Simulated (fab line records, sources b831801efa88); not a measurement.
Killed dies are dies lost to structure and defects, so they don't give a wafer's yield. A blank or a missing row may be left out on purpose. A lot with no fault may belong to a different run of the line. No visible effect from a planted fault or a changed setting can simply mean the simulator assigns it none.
fab line records	flow gf180mcu
record: lots: 11	wafers: 33	last_day: 35
route steps=602 shown V2@399 M3@409 V3@431
lots that met no fault: taken from a fault-free run of the same line
start_h: hours from the record's first day to the start of the lot's first wafer shown	wait_h: how many hours have passed since the lot's step before this one	" the same as in the row above	L1.1+2: a single row standing in for several wafers	- no value, or no start given	* or withheld: withheld	< > ~ a bound
route shown NAME@n: a module of which the file shows steps, and the number in the route of the first	usual: the fault-free wafers' mean and standard deviation	same: alike in all rows	chamber/n: place in a boat	sites: each site's reading	_std_site: standard deviation of those values	_edge_site: mean of outer sites minus mean of inner sites	radius_mm: for every site, how far away it sits from the centre of the wafer	mask NAME#n: copy n	behind: the tool/chamber that last shaped the wafer	hold: why the lot was held/for how many hours/how that ended	device: whichever transistor did not switch (one of n, p or np)	end of line: the same wafers' tests at the end of the route	for a step that has no rows: nothing shown but its recipe	killed: dies lost to structure and defects at the first sort, not the wafer's yield	map: shows each die of a wafer: x if killed, . if not, _ if none is there
set.NAME: the setting the step ran with; set.NAME@STEP: the setting that earlier step ran with	model.NAME: the simulator's own value behind a step, which no gauge read
a sample of lots followed through the steps of the route, with each step as a table and each wafer as a row
services: from which hour (start_h, from the record's first day; less than 0 if before it) a tool's chamber was out of use, for how many hours, and why
== steps ==
step: GF_V2_ETCH_17
recipe: chemistry: C4F8/O2/Ar	mask_material: KrF	target: SiO2	stop_on: TiN	source_w: 1500	bias_w: 1200	pressure_mtorr: 40	c4f8_flow_sccm: withheld	O2_flow_sccm: 6	Ar_flow_sccm: 300	time_s: withheld	target_depth_a: 6300
usual: oes_product_au: 0.856/0.0049	rf_fwd_power_W: 1493/4.8
lot.wafer	tool	chamber	start_h	wait_h	oes_product_au	rf_fwd_power_W
L779.1	rie_diel-01	2	-	-	0.857	1492
L779.5	"	3	"	"	0.858	1498
L779.6	"	2	"	"	0.858	1497
L784.1	rie_diel-02	1	-	-	0.853	1495
L784.3	"	3	"	"	0.845	1488
L784.6	"	1	"	"	0.864	1506
L787.2	rie_diel-01	3	-	-	0.848	1503
L787.4	"	3	"	"	0.851	1496
L787.6	"	1	"	"	0.860	1484
L790.2	rie_diel-01	1	-	-	0.851	1495
L790.3	"	0	"	"	0.852	1488
L790.6	"	3	"	"	0.854	1490
L791.4	rie_diel-03	1	-	-	0.852	1494
L791.5	"	0	"	"	0.852	1500
L791.6	"	3	"	"	0.858	1496
L792.1	rie_diel-03	3	-	-	0.862	1499
L792.2	"	2	"	"	0.863	1494
L792.3	"	0	"	"	0.867	1499
L793.1	rie_diel-02	0	-	-	0.861	1493
L793.2	"	1	"	"	0.859	1486
L793.3	"	3	"	"	0.861	1495
L796.2	rie_diel-02	3	-	-	0.855	1485
L796.3	"	0	"	"	0.856	1497
L796.6	"	0	"	"	0.846	1494
L798.3	rie_diel-03	1	-	-	0.857	1491
L798.5	"	0	"	"	0.858	1497
L798.6	"	3	"	"	0.856	1491
L799.3	rie_diel-01	2	-	-	0.854	1491
L799.4	"	3	"	"	0.858	1498
L799.6	"	1	"	"	0.851	1492
L800.2	rie_diel-03	0	-	-	0.857	1495
L800.3	"	1	"	"	0.860	1482
L800.6	"	3	"	"	0.854	1494
step: GF_M3_SPUTTER_00
recipe: material: Ti	target_thk_nm: 37.5	arriving_ion_energy_ev: 80	substrate_temp_c: 200	chamber_pressure_pa: 2	power_w: 4000	time_s: 150
usual: throttle_valve_pct: 30.3/1.4
lot.wafer	tool	chamber	start_h	wait_h	throttle_valve_pct
L779.1	pvd_sputter-01	-	513.60	0.2	30.6
L779.5	"	-	"	"	29.0
L779.6	"	-	"	"	30.3
L784.1	pvd_sputter-02	-	560.57	0.2	29.6
L784.3	"	-	"	"	30.1
L784.6	"	-	"	"	30.0
L787.2	pvd_sputter-02	-	564.23	0.1	31.9
L787.4	"	-	"	"	29.6
L787.6	"	-	"	"	30.2
L790.2	pvd_sputter-03	-	588.36	0.1	33.4
L790.3	"	-	"	"	29.9
L790.6	"	-	"	"	30.1
L791.4	pvd_sputter-02	-	594.56	0.1	29.7
L791.5	"	-	"	"	29.6
L791.6	"	-	"	"	31.7
L792.1	pvd_sputter-03	-	605.24	0.1	29.0
L792.2	"	-	"	"	33.2
L792.3	"	-	"	"	29.8
L793.1	pvd_sputter-03	-	614.59	0.2	29.9
L793.2	"	-	"	"	31.2
L793.3	"	-	"	"	33.1
L796.2	pvd_sputter-02	-	636.53	0.2	29.6
L796.3	"	-	"	"	31.6
L796.6	"	-	"	"	30.3
L798.3	pvd_sputter-01	-	651.82	0.2	30.6
L798.5	"	-	"	"	30.4
L798.6	"	-	"	"	28.8
L799.3	pvd_sputter-01	-	657.14	0.1	29.0
L799.4	"	-	"	"	29.0
L799.6	"	-	"	"	29.5
L800.2	pvd_sputter-01	-	661.78	0.1	29.1
L800.3	"	-	"	"	28.7
L800.6	"	-	"	"	28.6
step: GF_M3_METAL_ETCH_16
recipe: chemistry: Cl2/BCl3	mask_material: KrF	target_depth_nm: 750.8	stop_on: SiO2	pressure_mtorr: 8	icp_w: 800	bias_w: 140	Cl2_flow_sccm: 80	bcl3_flow_sccm: 40	time_s: 125.1
usual: drypump_motor_current_A: 5.96/0.28	oes_product_au: 0.990/0.0072	rf_fwd_power_W: 795.5/2.6	throttle_valve_pct: 28.230/0.011
lot.wafer	tool	chamber	start_h	wait_h	drypump_motor_current_A	oes_product_au	rf_fwd_power_W	rf_hours_counter_h	throttle_valve_pct
L779.1	rie_metal-03	0	537.64	0.0	5.97	1.000	795.1	0	28.228
L779.5	"	1	"	"	5.56	1.005	794.2	-	28.209
L779.6	"	0	"	"	5.94	0.996	794.8	-	28.229
L784.1	rie_metal-03	0	583.06	0.0	5.96	0.979	797.4	2	28.230
L784.3	"	1	"	"	5.59	0.924	667.2	-	28.290
L784.6	"	1	"	"	5.57	0.924	666.7	-	28.314
L787.2	rie_metal-03	1	586.79	0.0	5.58	0.924	667.3	7	28.311
L787.4	"	1	"	"	5.58	0.918	668.1	-	28.296
L787.6	"	0	"	"	5.97	0.996	794.8	-	28.244
L790.2	rie_metal-02	1	611.31	0.0	6.07	0.991	791.8	1	28.231
L790.3	"	1	"	"	6.08	0.987	797.4	-	28.228
L790.6	"	1	"	"	6.10	0.989	794.0	-	28.246
L791.4	rie_metal-02	0	617.00	0.1	5.78	0.994	796.9	-	28.228
L791.5	"	1	"	"	6.11	0.990	794.4	-	28.228
L791.6	"	0	"	"	5.79	0.998	800.5	-	28.221
L792.1	rie_metal-02	1	627.11	0.0	6.10	0.990	794.5	2	28.233
L792.2	"	1	"	"	6.09	0.985	792.3	-	28.249
L792.3	"	1	"	"	6.10	0.987	796.6	-	28.242
L793.1	rie_metal-01	0	636.68	0.0	6.72	0.986	793.0	9	28.231
L793.2	"	1	"	"	6.14	0.991	804.0	13	28.230
L793.3	"	0	"	"	6.69	0.989	794.3	-	28.228
L796.2	rie_metal-02	0	657.11	0.0	5.80	0.989	793.3	1	28.233
L796.3	"	0	"	"	5.76	0.991	795.9	-	28.240
L796.6	"	0	"	"	5.80	1.001	793.7	-	28.214
L798.3	rie_metal-02	1	671.35	0.1	6.11	0.990	794.3	-	28.223
L798.5	"	0	"	"	5.75	0.980	797.8	-	28.230
L798.6	"	1	"	"	6.09	1.000	797.3	-	28.227
L799.3	rie_metal-03	0	677.75	0.1	5.95	0.968	790.7	-	28.242
L799.4	"	1	"	"	5.57	1.005	797.5	-	28.239
L799.6	"	1	"	"	5.56	1.010	793.7	-	28.215
L800.2	rie_metal-02	1	681.86	0.0	6.11	1.000	794.0	4	28.218
L800.3	"	1	"	"	6.09	0.994	794.8	-	28.223
L800.6	"	1	"	"	6.09	0.992	800.0	-	28.219
step: GF_M3_STRIP_17
recipe: chemistry: O2/N2	power_w: 1400	pressure_mtorr: 1500	platen_temp_c: 250	o2_flow_sccm: 3000	n2_flow_sccm: 300	overash_fraction: 0.5
usual: drypump_motor_current_A: 5.6/0.45	heater_power_w: 340/39	oes_product_au: 0.538/0.0051	strip_time_to_endpoint_s: 7.39/0.057
lot.wafer	tool	chamber	start_h	wait_h	drypump_motor_current_A	heater_power_w	oes_product_au	rf_hours_counter_h	strip_time_to_endpoint_s
L779.1	plasma_asher-02	1	537.77	0.1	5.9	328	0.537	42	7.38
L779.5	"	1	"	"	5.9	322	0.538	-	7.29
L779.6	"	0	"	"	5.6	325	0.543	-	7.40
L784.1	plasma_asher-01	0	583.19	0.1	5.9	315	0.534	15	7.46
L784.3	"	1	"	"	5.7	349	0.549	-	7.74
L784.6	"	0	"	"	5.9	314	0.554	-	7.79
L787.2	plasma_asher-01	0	586.92	0.1	5.9	324	0.552	15	7.79
L787.4	"	1	"	"	5.7	355	0.550	-	7.78
L787.6	"	0	"	"	5.9	313	0.541	-	7.49
L790.2	plasma_asher-03	1	611.44	0.1	4.9	293	0.538	104	7.38
L790.3	"	1	"	"	4.8	296	0.537	-	7.41
L790.6	"	0	"	"	5.9	398	0.540	-	7.36
L791.4	plasma_asher-03	0	617.12	0.1	6.1	408	0.534	-	7.37
L791.5	"	0	"	"	6.1	397	0.536	-	7.35
L791.6	"	1	"	"	4.8	297	0.536	-	7.35
L792.1	plasma_asher-03	0	627.37	0.2	6.0	405	0.538	105	7.38
L792.2	"	1	"	"	4.8	306	0.537	105	7.41
L792.3	"	0	"	"	6.0	404	0.529	-	7.39
L793.1	plasma_asher-03	1	636.81	0.1	4.8	299	0.544	107	7.35
L793.2	"	0	"	"	6.0	408	0.532	107	7.40
L793.3	"	1	"	"	4.9	299	0.538	-	7.41
L796.2	plasma_asher-03	1	657.24	0.1	4.8	296	0.537	109	7.40
L796.3	"	1	"	"	4.9	297	0.539	-	7.40
L796.6	"	1	"	"	4.9	295	0.536	-	7.38
L798.3	plasma_asher-01	0	671.47	0.1	5.9	310	0.537	-	7.36
L798.5	"	0	"	"	5.9	312	0.536	-	7.37
L798.6	"	1	"	"	5.7	358	0.541	-	7.37
L799.3	plasma_asher-03	0	677.87	0.1	6.0	397	0.545	-	7.49
L799.4	"	1	"	"	4.8	307	0.541	-	7.28
L799.6	"	1	"	"	4.8	305	0.536	-	7.30
L800.2	plasma_asher-03	0	681.99	0.1	6.0	398	0.547	111	7.36
L800.3	"	1	"	"	4.9	305	0.544	-	7.33
L800.6	"	0	"	"	6.0	411	0.537	-	7.35
step: GF_V3_CVD_02
recipe: material: SiO2	target_thk_nm: 850	precursor: TEOS	temp_c: 400	time_s: 94.851	rf_w: 600
usual: heater_power_outer_w: 398/73	heater_power_w: 690/100
lot.wafer	tool	chamber	start_h	wait_h	heater_power_outer_w	heater_power_w	since_wet_clean_h
L779.1	pecvd-04	1	538.44	0.1	377	668	572
L779.5	"	2	"	"	522	874	-
L779.6	"	1	"	"	396	728	-
L784.1	pecvd-01	1	583.86	0.1	364	595	826
L784.3	"	0	"	"	354	609	826
L784.6	"	2	"	"	308	542	-
L787.2	pecvd-04	2	587.58	0.0	522	897	621
L787.4	"	0	"	"	357	612	-
L787.6	"	2	"	"	544	907	-
L790.2	pecvd-01	2	612.14	0.0	286	504	7
L790.3	"	1	"	"	409	660	7
L790.6	"	1	"	"	299	536	-
L791.4	pecvd-04	2	617.83	0.1	559	926	-
L791.5	"	0	"	"	372	650	-
L791.6	"	1	"	"	292	583	-
L792.1	pecvd-03	2	628.07	0.1	420	780	245
L792.2	"	1	"	"	442	730	245
L792.3	"	0	"	"	425	749	245
L793.1	pecvd-03	0	637.48	0.1	454	735	255
L793.2	"	2	"	"	455	834	255
L793.3	"	1	"	"	457	728	255
L796.2	pecvd-01	0	657.90	0.0	341	603	53
L796.3	"	2	"	"	307	547	53
L796.6	"	2	"	"	223	419	-
L798.3	pecvd-03	0	672.14	0.0	391	680	289
L798.5	"	0	"	"	425	708	-
L798.6	"	2	"	"	413	778	-
L799.3	pecvd-04	0	678.50	0.0	315	581	712
L799.4	"	0	"	"	358	630	-
L799.6	"	1	"	"	350	644	-
L800.2	pecvd-04	2	682.68	0.0	536	881	716
L800.3	"	1	"	"	362	664	716
L800.6	"	1	"	"	388	724	-
== services ==
tool	chamber	start_h	hours	kind
rie_diel-01	0	490.06	13.3	repair
rie_metal-02	-	491.17	0.9	repair
pvd_sputter-01	-	523.28	27.0	repair
pecvd-04	2	525.10	8.0	repair
rie_metal-02	1	535.86	5.5	repair
pvd_sputter-02	-	538.43	3.1	repair
pvd_sputter-02	-	540.88	0.7	repair
pvd_sputter-02	-	547.45	12.8	repair
rie_metal-02	0	557.05	7.2	repair
rie_diel-01	0	562.01	9.9	repair
rie_diel-03	0	564.23	9.4	repair
rie_diel-01	3	588.98	6.1	repair
rie_diel-01	-	591.56	14.6	pm
pecvd-04	-	599.87	6.0	pm
rie_diel-03	1	601.38	5.9	repair
rie_diel-03	1	610.27	7.1	repair
pvd_sputter-02	-	628.19	1.6	repair
pvd_sputter-01	-	628.97	1.1	repair
rie_metal-02	1	634.89	17.8	repair
rie_diel-01	0	650.52	12.6	repair
pvd_sputter-02	-	651.07	2.7	repair
rie_diel-01	0	664.08	1.9	repair
rie_diel-03	1	664.26	11.8	repair
rie_diel-01	2	670.31	8.9	repair
== key ==
first_sign: step: GF_M3_METAL_ETCH_16	reading: rf_fwd_power_W	direction: down	sigmas: 50	usual: 795.5	struck: 667.3
effect: step: GF_M3_METAL_ETCH_16	reading: oes_product_au	direction: down	sigmas: 9.4	usual: 0.990	struck: 0.922
effect: step: GF_M3_STRIP_17	reading: strip_time_to_endpoint_s	direction: up	sigmas: 6.8	usual: *	struck: *
met_at GF_M3_METAL_ETCH_16
struck_lots L784,L787
struck_wafers L784.3,L784.6,L787.2,L787.4
not_acting_at GF_V2_ETCH_17,GF_M3_SPUTTER_00,GF_V3_CVD_02
onset_between 537.64 583.06
fault: kind: process_parameter_drift	tool: rie_metal-03	chamber: 1	onset_h: 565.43	steps: GF_M3_METAL_ETCH_16	channel: icp_w	offset: -128	shape: step	end_h: 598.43	acts_in: these_recipes_only	stated: 800
